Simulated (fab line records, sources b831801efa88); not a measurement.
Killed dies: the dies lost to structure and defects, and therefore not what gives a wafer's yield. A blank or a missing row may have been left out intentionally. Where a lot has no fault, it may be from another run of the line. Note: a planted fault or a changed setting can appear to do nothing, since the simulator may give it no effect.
Lot-split experiment -- flow gf180mcu -- 23 wafers read from 5 lots, route of 602 steps

== SPLIT DETAILS ==
At GF_HV_LDD_DEVELOP_06 (develop time 60 s), the setting develop time s was moved away from the recipe's 60 s on 9 of the 23 wafers read, by -13.9% to -3.8%. All remaining wafers had this setting at the recipe value.

No step appears in the file between the split and the reading.

== THE READING ==
Shown in nm: cd nm at GF_HV_LDD_CD_MEAS_07, with target cd 400 nm. On this fab line, fault-free wafers typically give 400.0 nm with a standard deviation of 2.3 nm.

wafer,"tool, chamber at the split","develop time s as run, s",against the recipe,"cd nm, nm",against lot-mates on the recipe
L074.2,"litho track-03, 0",60,recipe,396.6,-
L074.3,"litho track-03, 0",57.71,-3.8%,393.1,-2.8
L074.4,"litho track-03, 0",57.71,-3.8%,393.2,-2.7
L074.5,"litho track-03, 0",60,recipe,393.9,-
L074.6,"litho track-03, 0",60,recipe,397.3,-
L076.1,"litho track-03, 0",60,recipe,402.3,-
L076.3,"litho track-03, 0",60,recipe,400.8,-
L076.6,"litho track-03, 0",60,recipe,402.8,-
L077.1,"litho track-04, 0",52.73,-12.1%,388.6,-12.9
L077.2,"litho track-04, 0",60,recipe,400.4,-
L077.4,"litho track-04, 0",60,recipe,402.4,-
L077.5,"litho track-04, 0",52.73,-12.1%,387.1,-14.4
L077.6,"litho track-04, 0",60,recipe,401.6,-
L079.2,"litho track-04, 0",60,recipe,397.1,-
L079.3,"litho track-04, 0",51.69,-13.9%,383.6,-14.0
L079.4,"litho track-04, 0",51.69,-13.9%,383.7,-13.9
L079.5,"litho track-04, 0",51.69,-13.9%,383.3,-14.3
L079.6,"litho track-04, 0",60,recipe,398.1,-
L083.1,"litho track-04, 0",60,recipe,401.8,-
L083.2,"litho track-04, 0",55.01,-8.3%,392.3,-9.6
L083.3,"litho track-04, 0",55.01,-8.3%,393.4,-8.5
L083.4,"litho track-04, 0",60,recipe,401.3,-
L083.5,"litho track-04, 0",60,recipe,402.5,-

FIT RESULTS
A straight line over all 23 wafers: cd nm changes by +1.09 nm for each +1% of develop time s; r = +0.93; the points scatter about the line by 2.5 nm.
The same after taking each lot's own level away (the mean of its wafers on the recipe; 23 wafers): +1.05 nm for each +1%; r = +0.99; scatter 0.95 nm.
On that fit, the largest move of develop time s shifts the reading by 15 nm.
The lots' own levels span 395.93 to 401.97 nm, that is 2.6 times the standard deviation above.
The two slopes agree, so the slope changes little with the lot-to-lot level.
Check: -14.6 nm against its lot-mates is what the line predicts for one of the wafers moved furthest among these (-13.9%) when that wafer is left out of the fit. Against them it came out at -14 nm.

== ADDITIONAL SPLITS CARRIED BY THESE WAFERS ==
Before the reading, these wafers also passed through other splits. Each is held against what the fit with the lots' levels taken away leaves over:
other split on the same wafers,wafers away from the commonest value,r with cd nm (lot level and that fit taken away)
GF_VT_IMPLANT_IMPLANT_41 energy kev,8,+0.01
GF_DUAL_GATE_OXIDATION_02 temp c,15,+0.06
GF_DUAL_GATE_COAT_06 spin rpm,8,+0.35
GF_POLY_GATE_PEB_08 peb temp c,6,-0.34
GF_POLY_GATE_ETCH_12 ion energy ev,9,-0.30

== THE FILE'S OWN FIT ==
cd nm changes by +1.05 nm for each +1% of develop time s, r = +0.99.
